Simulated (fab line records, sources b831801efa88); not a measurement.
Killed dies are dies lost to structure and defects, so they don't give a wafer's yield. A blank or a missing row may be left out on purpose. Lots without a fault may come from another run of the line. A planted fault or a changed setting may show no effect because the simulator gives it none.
Tool commonality check | flow gf180mcu | 12 lots, 36 wafers sampled

WHY IT WAS OPENED
At GF_PSD_RS_MEAS_14 the reading NSD_RS is flagged on 2 of 12 lots. Wafers without a fault read 46.14 ohm/sq, standard deviation 0.078.
Rule: a lot is flagged when every wafer of it that has a number lies more than 4 standard deviations from that mean, or none has a number. The other lots count as sound.

lot  | measured     | on            | NSD_RS (ohm/sq), wafer by wafer | flag
L738 | day 15 13:38 | film_metro-03 | 46.14 46.15 46.07               |
L740 | day 15 15:34 | film_metro-01 | 46.18 46.26 46.19               |
L744 | day 17 02:01 | film_metro-01 | 46.22 46.15 46.17               |
L749 | day 18 20:19 | film_metro-01 | 46.75 46.69 46.70               | FLAGGED
L751 | day 19 09:22 | film_metro-04 | 46.88 46.87 46.86               | FLAGGED
L752 | day 19 18:23 | film_metro-04 | 46.24 46.14 46.13               |
L753 | day 20 05:10 | film_metro-01 | 46.11 46.09 46.08               |
L755 | day 20 21:28 | film_metro-04 | 46.16 46.12 46.26               |
L756 | day 21 08:46 | film_metro-01 | 46.23 46.26 46.17               |
L757 | day 21 17:49 | film_metro-03 | 46.15 46.14 46.15               |
L758 | day 21 22:25 | film_metro-04 | 46.11 46.14 46.19               |
L759 | day 22 08:11 | film_metro-01 | 45.91 46.04 46.07               |
The numbers of the flagged lots are 46.79 ohm/sq on average: +0.65 ohm/sq against the usual, or +8 standard deviations.

WHICH TOOL RAN EACH LOT
The record holds 2 process steps before the reading, out of a route of 602 steps. In each cell: the tool, then ch and the chambers that the sampled wafers went through, then the start.
lot  | flag    | GF_NSD_IMPLANT_09               | GF_NSD_STRIP_11
L738 |         | implanter-01 ch 0, day 14 15:58 | plasma_asher-04 ch 0,1, day 14 16:14
L740 |         | implanter-01 ch 0, day 14 18:16 | plasma_asher-03 ch 0,1, day 14 18:32
L744 |         | implanter-03 ch 0, day 16 01:40 | plasma_asher-04 ch 0,1, day 16 01:56
L749 | FLAGGED | implanter-01 ch 0, day 17 20:26 | plasma_asher-04 ch 0,1, day 17 20:43
L751 | FLAGGED | implanter-01 ch 0, day 18 08:52 | plasma_asher-04 ch 0,1, day 18 09:08
L752 |         | implanter-04 ch 0, day 18 17:10 | plasma_asher-03 ch 0,1, day 18 17:26
L753 |         | implanter-03 ch 0, day 19 03:50 | plasma_asher-03 ch 0,1, day 19 04:08
L755 |         | implanter-04 ch 0, day 19 19:56 | plasma_asher-04 ch 0,1, day 19 20:14
L756 |         | implanter-04 ch 0, day 20 07:49 | plasma_asher-04 ch 0,1, day 20 08:05
L757 |         | implanter-03 ch 0, day 20 17:04 | plasma_asher-04 ch 0,1, day 20 17:20
L758 |         | implanter-01 ch 0, day 20 21:25 | plasma_asher-03 ch 0,1, day 20 21:41
L759 |         | implanter-01 ch 0, day 21 07:47 | plasma_asher-02 ch 0,1, day 21 08:05
What these steps do:
- GF_NSD_IMPLANT_09
- GF_NSD_STRIP_11: strips in O2/N2.
- GF_PSD_RS_MEAS_14: measures by four-point-probe.

FLAGGED OVER TOTAL, TOOL BY TOOL (the gauges that took the reading come last)
step              | tool            | lots run | flagged | share of the flagged lots | sound lots run after its first flagged lot
GF_NSD_IMPLANT_09 | implanter-01    | 6        | 2       | all                       | 2 (L758,L759)
GF_NSD_IMPLANT_09 | implanter-03    | 3        | 0       | none                      | -
GF_NSD_IMPLANT_09 | implanter-04    | 3        | 0       | none                      | -
GF_NSD_STRIP_11   | plasma_asher-02 | 1        | 0       | none                      | -
GF_NSD_STRIP_11   | plasma_asher-03 | 4        | 0       | none                      | -
GF_NSD_STRIP_11   | plasma_asher-04 | 7        | 2       | all                       | 3 (L755,L756,L757)
GF_PSD_RS_MEAS_14 | film_metro-01   | 6        | 1       | some                      | 3 (L753,L756,L759)
GF_PSD_RS_MEAS_14 | film_metro-03   | 2        | 0       | none                      | -
GF_PSD_RS_MEAS_14 | film_metro-04   | 4        | 1       | some                      | 3 (L752,L755,L758)

WHAT THE TABLE ALLOWS
2 rows of the table ran every flagged lot: implanter-01 at GF_NSD_IMPLANT_09, plasma_asher-04 at GF_NSD_STRIP_11.
- implanter-01 at GF_NSD_IMPLANT_09: 2 of its 6 lots flagged. Sound lots ran on it after the first flagged one (L758, L759), which a lasting fault on the whole tool wouldn't allow.
- plasma_asher-04 at GF_NSD_STRIP_11: 2 of its 7 lots flagged. Sound lots ran on it after the first flagged one (L755, L756, L757), which a lasting fault on the whole tool wouldn't allow. Its own readings lie more than 4 standard deviations out on every wafer of the flagged lots: strip_time_to_endpoint_s.
No row of the table ran every flagged lot and no sound lot after the first.

WHAT THE SIMULATOR HAD PUT IN
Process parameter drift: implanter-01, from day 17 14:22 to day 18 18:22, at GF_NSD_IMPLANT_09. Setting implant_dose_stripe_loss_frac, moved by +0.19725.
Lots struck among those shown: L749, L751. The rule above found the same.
